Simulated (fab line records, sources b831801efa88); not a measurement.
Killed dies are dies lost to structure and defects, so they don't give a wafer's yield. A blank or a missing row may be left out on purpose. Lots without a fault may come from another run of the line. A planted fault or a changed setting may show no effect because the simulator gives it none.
fab line records | flow gf180mcu
record lots=24 wafers=72 last_day=34
route steps=602 shown V1@359 M3@426 V3@447 V4@498 MIM@506
lots that met no fault: from a run of the same line without faults
start_h: hours from the record's first day to the start of the lot's first wafer shown | wait_h: hours since the lot's step before | " the same as in the row above | L1.1+2: a row that stands for several wafers | - no value, or no start given | * or withheld: withheld | < > ~ a bound
route shown NAME@n: a module of which the file shows steps, and the number in the route of the first | usual: mean/standard deviation of fault-free wafers | same: alike in all rows | chamber/n: place in a boat | sites: the reading at each site | _std_site: their standard deviation | _edge_site: outer sites' mean less inner sites' | radius_mm: how far each site lies from the wafer's centre | mask NAME#n: copy n | behind: the tool/chamber that last shaped the wafer | hold: why the lot was held/for how many hours/how that ended | device: the transistor (n, p or np) that didn't switch | end of line: the same wafers' tests at the end of the route | a step without rows: its recipe alone | killed: dies lost to structure and defects at the first sort, not the wafer's yield | map: a wafer's dies, x killed, . not, _ none there
set.NAME: the setting as run; set.NAME@STEP: as run at that earlier step | model.NAME: the simulator's own value behind a step, which no gauge read
steps of the route over a sample of lots; a table a step, a row a wafer
services: from which hour (start_h, from the record's first day; less than 0 if before it) a tool's chamber was out of use, for how many hours, and why
## steps
# step GF_V1_RS_MEAS_24
# recipe thk_meas_gauge=four-point-probe reads=W_of_V1_CVD_23+TiN_of_V1_SPUTTER_22+Ti_of_V1_SPUTTER_21
# usual V1_W_RS=0.330/0.0035
# columns lot.wafer tool chamber start_h wait_h V1_W_RS[ohm/sq]
L074.3 film_metro-01 - 412.72 0.1 0.327
L074.4 " - " " 0.323
L074.5 " - " " 0.324
L075.2 film_metro-01 - 430.72 0.1 0.329
L075.3 " - " " 0.327
L075.4 " - " " 0.334
L077.1 film_metro-01 - 439.99 0.1 0.331
L077.3 " - " " 0.325
L077.5 " - " " 0.325
L076.2 film_metro-01 - 442.34 0.2 0.332
L076.4 " - " " 0.333
L076.6 " - " " 0.336
L078.2 film_metro-03 - 447.67 0.2 0.329
L078.4 " - " " 0.332
L078.5 " - " " 0.331
L079.1 film_metro-03 - 463.70 0.1 0.329
L079.4 " - " " 0.328
L079.6 " - " " 0.329
L080.3 film_metro-01 - 467.29 0.1 0.330
L080.5 " - " " 0.324
L080.6 " - " " 0.328
L081.2 film_metro-03 - 481.92 0.1 0.333
L081.3 " - " " 0.335
L081.6 " - " " 0.331
L082.3 film_metro-03 - 488.93 0.1 0.329
L082.4 " - " " 0.332
L082.6 " - " " 0.337
L083.3 film_metro-03 - 497.63 0.1 0.329
L083.4 " - " " 0.328
L083.5 " - " " 0.329
L084.2 film_metro-03 - 511.54 0.1 0.333
L084.5 " - " " 0.331
L084.6 " - " " 0.329
L085.2 film_metro-02 - 516.27 0.1 0.330
L085.3 " - " " 0.330
L085.5 " - " " 0.329
L086.1 film_metro-01 - 520.97 0.1 0.328
L086.2 " - " " 0.330
L086.5 " - " " 0.327
L087.2 film_metro-01 - 534.58 0.2 0.333
L087.3 " - " " 0.332
L087.6 " - " " 0.327
L088.4 film_metro-03 - 542.91 0.2 0.329
L088.5 " - " " 0.332
L088.6 " - " " 0.332
L089.2 film_metro-02 - 544.26 0.1 0.326
L089.4 " - " " 0.325
L089.5 " - " " 0.327
L090.2 film_metro-02 - 549.62 0.1 0.333
L090.4 " - " " 0.331
L090.5 " - " " 0.334
L091.4 film_metro-03 - 567.92 0.1 0.324
L091.5 " - " " 0.325
L091.6 " - " " 0.332
L092.1 film_metro-03 - 569.89 0.1 0.324
L092.2 " - " " 0.330
L092.3 " - " " 0.328
L093.2 film_metro-03 - 571.73 0.1 0.338
L093.4 " - " " 0.336
L093.5 " - " " 0.333
L094.2 film_metro-02 - 580.84 0.1 0.326
L094.3 " - " " 0.324
L094.4 " - " " 0.323
L095.1 film_metro-02 - 608.42 0.1 0.333
L095.2 " - " " 0.329
L095.6 " - " " 0.330
L096.1 film_metro-01 - 608.81 0.1 0.328
L096.2 " - " " 0.327
L096.4 " - " " 0.330
L097.1 film_metro-02 - 612.10 0.1 0.325
L097.2 " - " " 0.330
L097.3 " - " " 0.331
# step GF_M3_STRIP_17
# recipe chemistry=O2/N2 power_w=1400 pressure_mtorr=1500 platen_temp_c=250 o2_flow_sccm=3000 n2_flow_sccm=300 overash_fraction=0.5
# usual drypump_motor_current_A=5.9/0.33 heater_power_w=341/36 oes_product_au=0.557/0.0048 strip_time_to_endpoint_s=7.86/0.061
# columns lot.wafer tool chamber start_h wait_h drypump_motor_current_A heater_power_w oes_product_au rf_hours_counter_h strip_time_to_endpoint_s
L074.3 plasma_asher-01 1 489.86 0.1 5.8 405 0.568 - 7.97
L074.4 " 0 " " 6.1 361 0.557 - 7.82
L074.5 " 1 " " 5.8 403 0.555 - 7.96
L075.2 plasma_asher-02 0 505.72 0.1 6.1 348 0.556 43 7.86
L075.3 " 0 " " 6.1 337 0.550 - 7.84
L075.4 " 1 " " 5.8 330 0.558 - 7.91
L077.1 plasma_asher-01 0 516.47 0.1 6.1 345 0.555 9 7.89
L077.3 " 0 " " 6.1 354 0.555 - 7.90
L077.5 " 0 " " 6.1 370 0.554 - 7.79
L076.2 plasma_asher-02 0 518.97 0.1 6.1 347 0.556 44 7.88
L076.4 " 1 " " 5.8 320 0.555 - 7.80
L076.6 " 1 " " 5.8 321 0.550 - 7.81
L078.2 plasma_asher-01 0 524.12 0.1 6.1 357 0.561 10 7.97
L078.4 " 1 " " 5.8 402 0.559 - 7.89
L078.5 " 1 " " 5.8 399 0.564 - 7.98
L079.1 plasma_asher-02 0 538.72 0.1 6.1 339 0.562 47 7.84
L079.4 " 0 " " 6.1 346 0.553 - 7.78
L079.6 " 1 " " 5.8 328 0.549 - 7.81
L080.3 plasma_asher-04 1 541.56 0.1 5.3 287 0.552 - 7.75
L080.5 " 0 " " 6.5 310 0.556 - 7.77
L080.6 " 1 " " 5.3 279 0.558 - 7.86
L081.2 plasma_asher-02 1 555.97 0.1 5.8 326 0.555 49 7.84
L081.3 " 1 " " 5.8 325 0.562 - 7.85
L081.6 " 1 " " 5.8 318 0.560 - 7.90
L082.3 plasma_asher-01 1 562.66 0.1 5.8 403 0.550 - 7.75
L082.4 " 0 " " 6.1 362 0.554 - 7.84
L082.6 " 0 " " 6.1 369 0.560 - 7.77
L083.3 plasma_asher-02 0 571.17 0.1 6.1 351 0.554 - 7.78
L083.4 " 1 " " 5.8 323 0.557 - 7.91
L083.5 " 0 " " 6.1 339 0.559 - 7.94
L084.2 plasma_asher-01 1 583.28 0.1 5.8 399 0.559 14 7.83
L084.5 " 1 " " 5.8 404 0.557 - 7.82
L084.6 " 0 " " 6.1 353 0.559 - 7.81
L085.2 plasma_asher-01 0 588.04 0.1 6.2 357 0.552 15 7.77
L085.3 " 1 " " 5.8 400 0.552 - 7.77
L085.5 " 1 " " 5.8 399 0.560 - 7.76
L086.1 plasma_asher-04 1 591.79 0.1 5.3 288 0.553 83 7.90
L086.2 " 0 " " 6.5 308 0.559 83 7.80
L086.5 " 0 " " 6.5 307 0.560 - 7.86
L087.2 plasma_asher-01 1 603.19 0.1 5.8 395 0.559 16 7.93
L087.3 " 0 " " 6.1 364 0.556 - 7.87
L087.6 " 0 " " 6.1 365 0.561 - 7.86
L088.4 plasma_asher-02 0 612.96 0.1 6.1 334 0.553 - 7.81
L088.5 " 0 " " 6.1 344 0.563 - 7.79
L088.6 " 1 " " 5.8 319 0.553 - 7.76
L089.2 plasma_asher-04 1 613.42 0.1 5.3 293 0.558 85 7.94
L089.4 " 1 " " 5.3 288 0.555 - 7.75
L089.5 " 1 " " 5.3 278 0.561 - 7.93
L090.2 plasma_asher-04 1 618.52 0.1 5.2 291 0.556 86 7.93
L090.4 " 0 " " 6.5 308 0.556 - 7.85
L090.5 " 1 " " 5.3 288 0.550 - 7.79
L091.4 plasma_asher-02 1 635.95 0.1 5.8 329 0.551 - 7.80
L091.5 " 1 " " 5.8 323 0.559 - 7.90
L091.6 " 0 " " 6.1 341 0.557 - 7.82
L092.1 plasma_asher-02 1 637.70 0.1 5.8 324 0.558 57 7.90
L092.2 " 0 " " 6.1 347 0.555 57 7.90
L092.3 " 0 " " 6.1 334 0.561 - 7.91
L093.2 plasma_asher-04 1 640.02 0.1 5.2 286 0.561 88 7.90
L093.4 " 1 " " 5.2 288 0.560 - 7.89
L093.5 " 1 " " 5.3 290 0.560 - 7.88
L094.2 plasma_asher-01 0 646.42 0.1 6.1 355 0.555 21 7.91
L094.3 " 1 " " 5.8 405 0.560 - 7.77
L094.4 " 0 " " 6.1 353 0.560 - 7.89
L095.1 plasma_asher-01 1 672.77 0.1 5.8 404 0.553 23 7.92
L095.2 " 0 " " 6.1 354 0.547 23 7.82
L095.6 " 0 " " 6.1 352 0.550 - 7.81
L096.1 plasma_asher-04 0 673.12 0.1 6.5 313 0.555 91 7.91
L096.2 " 1 " " 5.2 290 0.556 91 7.88
L096.4 " 0 " " 6.4 304 0.554 - 7.87
L097.1 plasma_asher-02 1 676.82 0.1 5.8 327 0.559 62 7.91
L097.2 " 0 " " 6.1 351 0.561 62 7.84
L097.3 " 0 " " 6.1 342 0.561 - 7.94
# step GF_V3_STRIP_18
# recipe chemistry=O2/N2 power_w=1400 pressure_mtorr=1500 platen_temp_c=250 o2_flow_sccm=3000 n2_flow_sccm=300 overash_fraction=0.5
# usual drypump_motor_current_A=6.1/0.4 heater_power_w=341/39 oes_product_au=0.592/0.0053
# columns lot.wafer tool chamber start_h wait_h drypump_motor_current_A heater_power_w oes_product_au rf_hours_counter_h
L074.3 plasma_asher-04 0 515.19 - 6.4 314 0.592 -
L074.4 " 1 " " 5.3 300 0.591 -
L074.5 " 0 " " 6.4 304 0.589 -
L075.2 plasma_asher-04 0 530.60 - 6.5 310 0.589 75
L075.3 " 0 " " 6.5 310 0.592 -
L075.4 " 1 " " 5.2 287 0.585 -
L077.1 plasma_asher-04 1 541.00 - 5.2 283 0.590 77
L077.3 " 0 " " 6.5 308 0.587 -
L077.5 " 1 " " 5.2 295 0.597 -
L076.2 plasma_asher-03 1 543.55 - 6.2 381 0.595 89
L076.4 " 0 " " 6.3 325 0.590 -
L076.6 " 0 " " 6.3 317 0.588 -
L078.2 plasma_asher-01 1 548.69 - 5.8 410 0.588 11
L078.4 " 0 " " 6.1 360 0.593 -
L078.5 " 0 " " 6.1 351 0.586 -
L079.1 plasma_asher-04 1 562.99 - 5.3 284 0.595 80
L079.4 " 0 " " 6.4 310 0.586 -
L079.6 " 0 " " 6.4 303 0.598 -
L080.3 plasma_asher-01 1 566.12 - 5.8 399 0.596 -
L080.5 " 1 " " 5.8 400 0.595 -
L080.6 " 0 " " 6.2 356 0.588 -
L081.2 plasma_asher-04 0 579.05 - 6.5 310 0.591 81
L081.3 " 0 " " 6.4 305 0.594 -
L081.6 " 0 " " 6.4 304 0.591 -
L082.3 plasma_asher-01 1 586.47 - 5.8 387 0.591 -
L082.4 " 0 " " 6.1 358 0.591 -
L082.6 " 1 " " 5.8 401 0.589 -
L083.3 plasma_asher-03 1 593.99 - 6.2 376 0.598 -
L083.4 " 0 " " 6.3 336 0.602 -
L083.5 " 1 " " 6.1 390 0.592 -
L084.2 plasma_asher-03 1 605.85 - 6.2 388 0.607 95
L084.5 " 1 " " 6.2 383 0.587 -
L084.6 " 0 " " 6.3 330 0.605 -
L085.2 plasma_asher-03 0 610.85 - 6.4 326 0.587 96
L085.3 " 0 " " 6.3 328 0.596 -
L085.5 " 0 " " 6.3 334 0.587 -
L086.1 plasma_asher-04 1 614.39 - 5.2 284 0.589 85
L086.2 " 0 " " 6.4 312 0.598 85
L086.5 " 1 " " 5.3 285 0.599 -
L087.2 plasma_asher-03 1 625.84 - 6.2 385 0.589 97
L087.3 " 0 " " 6.3 328 0.597 -
L087.6 " 1 " " 6.2 398 0.591 -
L088.4 plasma_asher-01 1 635.14 - 5.8 412 0.596 -
L088.5 " 0 " " 6.1 361 0.594 -
L088.6 " 1 " " 5.8 397 0.591 -
L089.2 plasma_asher-03 0 635.30 - 6.3 331 0.603 99
L089.4 " 1 " " 6.2 385 0.590 -
L089.5 " 1 " " 6.2 385 0.591 -
L090.2 plasma_asher-03 0 641.25 - 6.3 315 0.593 99
L090.4 " 0 " " 6.3 326 0.594 -
L090.5 " 0 " " 6.3 330 0.600 -
L091.4 plasma_asher-01 1 658.13 - 5.8 397 0.598 -
L091.5 " 0 " " 6.1 348 0.600 -
L091.6 " 1 " " 5.8 404 0.588 -
L092.1 plasma_asher-03 1 659.35 - 6.2 387 0.591 101
L092.2 " 0 " " 6.3 325 0.593 101
L092.3 " 1 " " 6.2 389 0.584 -
L093.2 plasma_asher-03 1 661.60 - 6.2 384 0.595 101
L093.4 " 1 " " 6.2 377 0.590 -
L093.5 " 1 " " 6.1 395 0.587 -
L094.2 plasma_asher-03 0 667.60 - 6.3 332 0.595 102
L094.3 " 0 " " 6.3 327 0.599 -
L094.4 " 1 " " 6.1 385 0.595 -
L095.1 plasma_asher-04 0 693.20 - 6.5 306 0.603 93
L095.2 " 1 " " 5.2 293 0.594 93
L095.6 " 0 " " 6.4 309 0.589 -
L096.1 plasma_asher-03 1 693.55 - 6.2 382 0.601 105
L096.2 " 0 " " 6.3 330 0.595 105
L096.4 " 0 " " 6.3 323 0.587 -
L097.1 plasma_asher-04 1 697.00 - 5.3 284 0.599 94
L097.2 " 0 " " 6.4 310 0.583 94
L097.3 " 1 " " 5.2 288 0.594 -
# step GF_V3_SPUTTER_21
# recipe material=Ti target_thk_nm=15 chamber_pressure_pa=5 power_w=2500 substrate_temp_c=200 time_s=80.02
# usual throttle_valve_pct=30.6/1.2
# columns lot.wafer tool chamber start_h wait_h throttle_valve_pct
L074.3 pvd_sputter-03 - 515.69 0.0 31.1
L074.4 " - " " 29.6
L074.5 " - " " 31.3
L075.2 pvd_sputter-03 - 531.14 0.0 29.6
L075.3 " - " " 31.4
L075.4 " - " " 31.3
L077.1 pvd_sputter-04 - 541.58 0.0 29.7
L077.3 " - " " 31.1
L077.5 " - " " 31.0
L076.2 pvd_sputter-02 - 544.12 0.0 31.0
L076.4 " - " " 30.7
L076.6 " - " " 30.8
L078.2 pvd_sputter-04 - 549.23 0.0 32.4
L078.4 " - " " 30.6
L078.5 " - " " 32.0
L079.1 pvd_sputter-04 - 563.52 0.0 29.9
L079.4 " - " " 30.9
L079.6 " - " " 31.2
L080.3 pvd_sputter-04 - 566.75 0.1 30.7
L080.5 " - " " 32.4
L080.6 " - " " 30.1
L081.2 pvd_sputter-04 - 579.59 0.0 30.9
L081.3 " - " " 32.2
L081.6 " - " " 32.2
L082.3 pvd_sputter-02 - 587.00 0.0 30.8
L082.4 " - " " 31.0
L082.6 " - " " 27.6
L083.3 pvd_sputter-02 - 594.52 0.0 30.8
L083.4 " - " " 27.5
L083.5 " - " " 30.5
L084.2 pvd_sputter-02 - 606.41 0.0 30.9
L084.5 " - " " 27.6
L084.6 " - " " 30.8
L085.2 pvd_sputter-04 - 611.40 0.0 29.9
L085.3 " - " " 31.9
L085.5 " - " " 31.1
L086.1 pvd_sputter-02 - 615.00 0.0 30.9
L086.2 " - " " 30.8
L086.5 " - " " 30.9
L087.2 pvd_sputter-04 - 626.41 0.0 31.2
L087.3 " - " " 29.9
L087.6 " - " " 30.0
L088.4 pvd_sputter-04 - 635.71 0.0 30.0
L088.5 " - " " 30.9
L088.6 " - " " 31.2
L089.2 pvd_sputter-02 - 635.84 0.0 27.8
L089.4 " - " " 30.8
L089.5 " - " " 31.0
L090.2 pvd_sputter-03 - 641.79 0.0 31.7
L090.4 " - " " 29.7
L090.5 " - " " 31.6
L091.4 pvd_sputter-04 - 658.63 0.0 31.0
L091.5 " - " " 31.2
L091.6 " - " " 32.1
L092.1 pvd_sputter-03 - 659.89 0.0 30.4
L092.2 " - " " 29.3
L092.3 " - " " 31.2
L093.2 pvd_sputter-04 - 662.13 0.0 31.3
L093.4 " - " " 30.1
L093.5 " - " " 31.3
L094.2 pvd_sputter-03 - 668.17 0.0 29.3
L094.3 " - " " 30.1
L094.4 " - " " 31.2
L095.1 pvd_sputter-03 - 693.73 0.0 31.4
L095.2 " - " " 31.6
L095.6 " - " " 31.2
L096.1 pvd_sputter-04 - 694.11 0.0 30.7
L096.2 " - " " 31.3
L096.4 " - " " 32.3
L097.1 pvd_sputter-02 - 697.54 0.0 30.8
L097.2 " - " " 31.0
L097.3 " - " " 27.6
# step GF_V4_SPUTTER_22
# recipe material=TiN target_thk_nm=10 chamber_pressure_pa=5 power_w=4000 time_s=40
# usual throttle_valve_pct=30.6/0.82
# columns lot.wafer tool chamber start_h wait_h throttle_valve_pct
L074.3 pvd_sputter-01 - 564.18 0.0 29.5
L074.4 " - " " 29.8
L074.5 " - " " 29.6
L075.2 pvd_sputter-04 - 578.39 0.0 31.4
L075.3 " - " " 32.3
L075.4 " - " " 30.9
L077.1 pvd_sputter-04 - 589.24 0.0 30.0
L077.3 " - " " 30.8
L077.5 " - " " 30.1
L076.2 pvd_sputter-01 - 591.84 0.0 30.4
L076.4 " - " " 30.9
L076.6 " - " " 29.8
L078.2 pvd_sputter-01 - 596.81 0.0 29.9
L078.4 " - " " 30.5
L078.5 " - " " 29.7
L079.1 pvd_sputter-04 - 610.69 0.0 30.0
L079.4 " - " " 30.9
L079.6 " - " " 31.3
L080.3 pvd_sputter-01 - 612.58 0.0 29.4
L080.5 " - " " 30.5
L080.6 " - " " 30.5
L081.2 pvd_sputter-01 - 624.14 0.0 30.7
L081.3 " - " " 30.8
L081.6 " - " " 30.6
L082.3 pvd_sputter-01 - 632.84 0.0 30.6
L082.4 " - " " 29.7
L082.6 " - " " 30.2
L083.3 pvd_sputter-04 - 639.62 0.0 29.8
L083.4 " - " " 31.4
L083.5 " - " " 29.9
L084.2 pvd_sputter-03 - 650.74 0.0 31.4
L084.5 " - " " 29.7
L084.6 " - " " 31.4
L085.2 pvd_sputter-01 - 655.38 0.0 30.2
L085.3 " - " " 29.7
L085.5 " - " " 30.8
L086.1 pvd_sputter-03 - 658.83 0.0 31.2
L086.2 " - " " 30.4
L086.5 " - " " 29.4
L087.2 pvd_sputter-04 - 670.08 0.0 31.3
L087.3 " - " " 32.3
L087.6 " - " " 31.0
L088.4 pvd_sputter-04 - 678.99 0.0 32.3
L088.5 " - " " 31.6
L088.6 " - " " 32.4
L089.2 pvd_sputter-03 - 679.94 0.0 31.3
L089.4 " - " " 29.5
L089.5 " - " " 31.3
L090.2 pvd_sputter-03 - 684.43 0.0 31.5
L090.4 " - " " 29.4
L090.5 " - " " 31.3
L091.4 pvd_sputter-04 - 700.38 0.0 31.0
L091.5 " - " " 31.0
L091.6 " - " " 29.9
L092.1 pvd_sputter-03 - 701.00 0.0 30.1
L092.2 " - " " 31.8
L092.3 " - " " 29.4
L093.2 pvd_sputter-04 - 703.74 0.0 29.9
L093.4 " - " " 31.9
L093.5 " - " " 30.7
L094.2 pvd_sputter-03 - 709.84 0.0 31.3
L094.3 " - " " 30.2
L094.4 " - " " 29.4
L095.1 pvd_sputter-01 - 733.31 0.0 29.8
L095.2 " - " " 30.7
L095.6 " - " " 29.6
L096.1 pvd_sputter-03 - 734.23 0.0 30.3
L096.2 " - " " 31.8
L096.4 " - " " 29.6
L097.1 pvd_sputter-03 - 736.78 0.0 30.3
L097.2 " - " " 31.4
L097.3 " - " " 29.4
# step GF_MIM_SPUTTER_03
# recipe material=Ti target_thk_nm=10 substrate_temp_c=300 chamber_pressure_pa=0.3 power_w=3000 time_s=6.7
# usual throttle_valve_pct=30.3/1.2
# columns lot.wafer tool chamber start_h wait_h throttle_valve_pct
L074.3 pvd_sputter-04 - 564.97 0.0 30.6
L074.4 " - " " 30.0
L074.5 " - " " 32.0
L075.2 pvd_sputter-01 - 579.19 0.0 30.4
L075.3 " - " " 29.5
L075.4 " - " " 29.7
L077.1 pvd_sputter-02 - 590.17 0.0 31.1
L077.3 " - " " 30.8
L077.5 " - " " 30.9
L076.2 pvd_sputter-02 - 592.64 0.0 30.5
L076.4 " - " " 27.6
L076.6 " - " " 31.0
L078.2 pvd_sputter-04 - 597.60 0.0 30.2
L078.4 " - " " 30.9
L078.5 " - " " 31.1
L079.1 pvd_sputter-02 - 611.48 0.0 30.8
L079.4 " - " " 27.5
L079.6 " - " " 31.2
L080.3 pvd_sputter-04 - 613.40 0.0 30.8
L080.5 " - " " 30.1
L080.6 " - " " 30.5
L081.2 pvd_sputter-02 - 624.93 0.0 30.8
L081.3 " - " " 30.9
L081.6 " - " " 30.5
L082.3 pvd_sputter-02 - 633.66 0.0 30.8
L082.4 " - " " 27.8
L082.6 " - " " 30.8
L083.3 pvd_sputter-02 - 640.41 0.0 30.9
L083.4 " - " " 27.9
L083.5 " - " " 30.9
L084.2 pvd_sputter-01 - 651.54 0.0 30.5
L084.5 " - " " 30.6
L084.6 " - " " 30.3
L085.2 pvd_sputter-04 - 656.17 0.0 31.4
L085.3 " - " " 30.8
L085.5 " - " " 31.0
L086.1 pvd_sputter-01 - 659.62 0.0 30.9
L086.2 " - " " 29.6
L086.5 " - " " 30.5
L087.2 pvd_sputter-01 - 670.88 0.0 30.4
L087.3 " - " " 30.9
L087.6 " - " " 29.8
L088.4 pvd_sputter-01 - 679.79 0.0 30.9
L088.5 " - " " 30.5
L088.6 " - " " 30.7
L089.2 pvd_sputter-02 - 680.76 0.0 30.5
L089.4 " - " " 30.8
L089.5 " - " " 27.7
L090.2 pvd_sputter-04 - 685.38 0.0 31.4
L090.4 " - " " 32.3
L090.5 " - " " 30.9
L091.4 pvd_sputter-01 - 701.17 0.0 30.6
L091.5 " - " " 29.8
L091.6 " - " " 30.6
L092.1 pvd_sputter-04 - 701.81 0.0 30.7
L092.2 " - " " 31.3
L092.3 " - " " 30.1
L093.2 pvd_sputter-04 - 704.54 0.0 30.0
L093.4 " - " " 30.6
L093.5 " - " " 31.1
L094.2 pvd_sputter-02 - 710.63 0.0 30.8
L094.3 " - " " 27.5
L094.4 " - " " 30.8
L095.1 pvd_sputter-02 - 734.10 0.0 30.9
L095.2 " - " " 27.6
L095.6 " - " " 27.4
L096.1 pvd_sputter-02 - 735.03 0.0 31.0
L096.2 " - " " 30.9
L096.4 " - " " 28.1
L097.1 pvd_sputter-02 - 737.60 0.0 30.8
L097.2 " - " " 31.0
L097.3 " - " " 30.7
## services
# columns tool chamber start_h hours kind
pvd_sputter-01 - 492.64 5.8 repair
pvd_sputter-04 - 510.34 4.3 repair
plasma_asher-01 - 527.99 16.6 repair
pvd_sputter-03 - 543.36 1.7 repair
pvd_sputter-03 2 545.68 - consumable_replace:kit
pvd_sputter-03 - 547.14 5.5 repair
pvd_sputter-03 - 547.66 89.9 repair
pvd_sputter-02 - 557.98 23.9 repair
pvd_sputter-01 - 571.10 2.4 repair
pvd_sputter-02 2 597.85 - consumable_replace:kit
pvd_sputter-02 2 597.85 18.0 scheduled_down
pvd_sputter-02 2 597.85 18.0 vent_cycle
pvd_sputter-04 - 598.99 1.2 repair
pvd_sputter-03 - 606.94 5.6 repair
plasma_asher-02 - 615.97 6.1 repair
pvd_sputter-04 3 625.19 - consumable_replace:kit
pvd_sputter-02 - 687.25 5.4 repair
pvd_sputter-02 1 695.61 - consumable_replace:kit
pvd_sputter-02 1 695.61 18.0 scheduled_down
pvd_sputter-02 1 695.61 18.0 vent_cycle
plasma_asher-03 - 704.17 1.5 repair
plasma_asher-01 - 726.67 2.8 pm
plasma_asher-03 - 733.75 9.0 pm
pvd_sputter-01 - 737.19 4.5 repair
## key
fault none
